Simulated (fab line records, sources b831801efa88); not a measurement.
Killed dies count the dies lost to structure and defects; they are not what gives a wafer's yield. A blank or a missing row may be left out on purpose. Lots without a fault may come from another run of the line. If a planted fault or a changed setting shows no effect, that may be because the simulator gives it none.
Problem report in the 8D (eight disciplines) form, filled by code	flow gf180mcu	the parts of the form that need people (team, actions taken, sign-off) are left out

== 1. WHAT IS WRONG ==
HV_LDD_2_TW at GF_HV_LDD_TW_MEAS_23 reads a mean of 975 on 2 wafers of 2 lots; wafers without a fault read 1051 with a standard deviation of 13. That puts it -5.8 standard deviations away from the usual mean.
First seen on wafer L223.1, day 16 09:56, on filmMetro-01. The record holds 41 wafers of 14 lots with a number at this step. Rule for "out", or "out of limits": more than 4 standard deviations from the usual mean. Any other wafer with a number is counted as sound.

== 2. WHAT IT IS; WHAT IT IS NOT ==
question	is	is not
which readings at this step	HV_LDD_2_TW	-
which lots	L223, L227	L207, L208, L209, L210, L211, L212, L213, L215, L216, L217, L218, L228
which wafers of those lots	L223.1, L227.1	L223.4, L223.5, L227.5
read on which gauges	filmMetro-01	filmMetro-03, filmMetro-04
when	from day 16 09:56	up to then (35 sound wafers); but 4 sound wafers of L227, L228 came after

== 3. WHAT RULES OUT EACH SUSPECT ==
Counting: a tool at a process step up to the reading stays a suspect if it ran every lot that is out. Sound lots after the first of them don't rule it out here, since some wafers of a struck lot are sound.
- the gauge at GF_HV_LDD_TW_MEAS_23 has been ruled out. All the wafers that are out were read on filmMetro-01, but those of them that GF_HV_LDD_IMPLANT_21 has rows for are out there too, on other tools.
- implanter-04 at GF_HV_LDD_IMPLANT_21: kept. Every lot that is out went through it, the first being L223 (day 16 09:41); the last sound lot it ran before that was L216 (day 13 17:37). Its own readings are out on those wafers: beamOnS, faradayCurrentUA.
The count leaves implanter-04 at GF_HV_LDD_IMPLANT_21.

== 4. THE CAUSE (what the simulator had put in) ==
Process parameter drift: implanter-04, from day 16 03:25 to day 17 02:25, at GF_HV_LDD_IMPLANT_21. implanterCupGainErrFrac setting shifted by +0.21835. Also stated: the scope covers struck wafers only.
This tool alone remained once counting was done.

== 5. SEQUENCE OF EFFECTS, ordered by route ==
Each row: a reading whose mean over the struck wafers that have a number lies more than 3 standard deviations from the usual. Only readings whose record carries a usual standard deviation are examined. hours: median over the lots of the time between each lot's start at the first step of this table that gives one and its start at this step. sigmas: the change, counted in usual standard deviations.
hours	step	reading	usual	on struck wafers	change	sigmas
0	GF_HV_LDD_IMPLANT_21	beamOnS	10.00 s	8.43	-1.57	-7.5
0	GF_HV_LDD_IMPLANT_21	faradayCurrentUA	282	334	+52	+9.0
0	GF_HV_LDD_TW_MEAS_23	HV_LDD_2_TW	1051	975	-76	-5.8
It contains these process steps:
- GF_HV_LDD_IMPLANT_21

== 6. HOW IT WOULD HAVE BEEN CAUGHT EARLIER ==
In this record the first reading out of limits at a measuring or inspecting step was taken at day 16 09:56, 7 hours after the fault began at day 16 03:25.
Tool's own readings at GF_HV_LDD_IMPLANT_21, beamOnS, faradayCurrentUA: out on all struck wafers the step has rows for; an alarm limit on them would have tripped on the first.
Lots out: 2; of these, L227 started GF_HV_LDD_IMPLANT_21 on implanter-04 after day 16 09:56. Had the tool been put on hold then, it would have been spared.
